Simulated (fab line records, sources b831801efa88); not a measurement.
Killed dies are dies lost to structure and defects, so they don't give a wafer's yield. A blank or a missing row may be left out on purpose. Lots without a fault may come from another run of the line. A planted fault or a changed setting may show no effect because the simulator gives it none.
Problem report in the 8D (eight disciplines) form, filled by code | flow sky130 | the parts of the form that need people (team, actions taken, sign-off) are left out

1. THE PROBLEM
o2_flow_sccm at SKY_VIA1_STRIP_16 reads a mean of 3598 sccm on 2 wafers of 1 lot; wafers without a fault read 3001 sccm with a standard deviation of 7.8. That is +76 standard deviations from the usual mean.
The step: strips in O2/N2.
First seen on wafer L882.3, day 36 08:42, on plasma_asher-02. The record holds 36 wafers of 12 lots with a number at this step. Rule for "out", or "out of limits": more than 4 standard deviations from the usual mean. The other wafers with a number count as sound.

2. WHAT IT IS AND WHAT IT IS NOT
question                    | is                | is not
which readings at this step | o2_flow_sccm      | chamber_pressure_mTorr, drypump_motor_current_A, oes_product_au
which lots                  | L882              | L876, L879, L881, L883, L891, L892, L894, L895, L896, L898, L899
which wafers of those lots  | L882.3, L882.6    | L882.2
read on which tools         | plasma_asher-02   | plasma_asher-01, plasma_asher-04
when                        | from day 36 08:42 | up to then (10 sound wafers); but 24 sound wafers of L883, L891, L892, L894, L895, L896, L898, L899 came after

3. SUSPECTS, AND WHAT RULES EACH OUT
Counting: a tool at a process step up to the reading stays a suspect if it ran every lot that is out. Sound lots after the first of them don't rule it out here, since some wafers of a struck lot are sound.
- rie_metal-04 at SKY_METAL1_DESCUM_17 (chemistry O2, time 8 s): kept. It ran the lot that is out, L882 (day 35 04:52); its last sound lot up to then is L879 (day 33 20:41).
- plasma_asher-02 at SKY_VIA1_STRIP_16 (strips in O2/N2): kept. It ran the lot that is out, L882 (day 36 08:42); its last sound lot up to then is L879 (day 35 00:11). Its own readings are out on those wafers: o2_flow_sccm.
- Within plasma_asher-02 at SKY_VIA1_STRIP_16: the wafers that are out ran in chamber 0; their sound lot-mates ran in chamber 1.
Left after counting: rie_metal-04 at SKY_METAL1_DESCUM_17, plasma_asher-02 at SKY_VIA1_STRIP_16.

4. THE CAUSE (what the simulator had put in)
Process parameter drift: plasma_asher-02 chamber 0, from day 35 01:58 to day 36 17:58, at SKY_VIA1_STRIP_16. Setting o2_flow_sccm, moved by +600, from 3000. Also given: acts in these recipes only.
Counting left 2 suspects, and this tool is among them.

5. THE CHAIN OF EFFECTS, in route order
Each row: a reading whose mean over the struck wafers that have a number lies more than 3 standard deviations from the usual. Only readings for which the record gives a usual standard deviation are gone through. hours: the time from each lot's start at the first step in this table that gives one to its start at this step, as a median over the lots. sigmas: the change in usual standard deviations.
hours | step              | reading      | usual     | on struck wafers | change | sigmas
0     | SKY_VIA1_STRIP_16 | o2_flow_sccm | 3001 sccm | 3598             | +596   | +76
The process steps in it:
- SKY_VIA1_STRIP_16: strips in O2/N2.
Later measuring or inspecting steps at which every struck wafer that the step has a row for has a number for every such reading, and none has moved that far: SKY_VIA1_THK_MEAS_23.

6. WHAT WOULD HAVE CAUGHT IT SOONER
In this record the first reading out of limits was taken at day 36 08:42, 31 hours after the fault began at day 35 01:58.
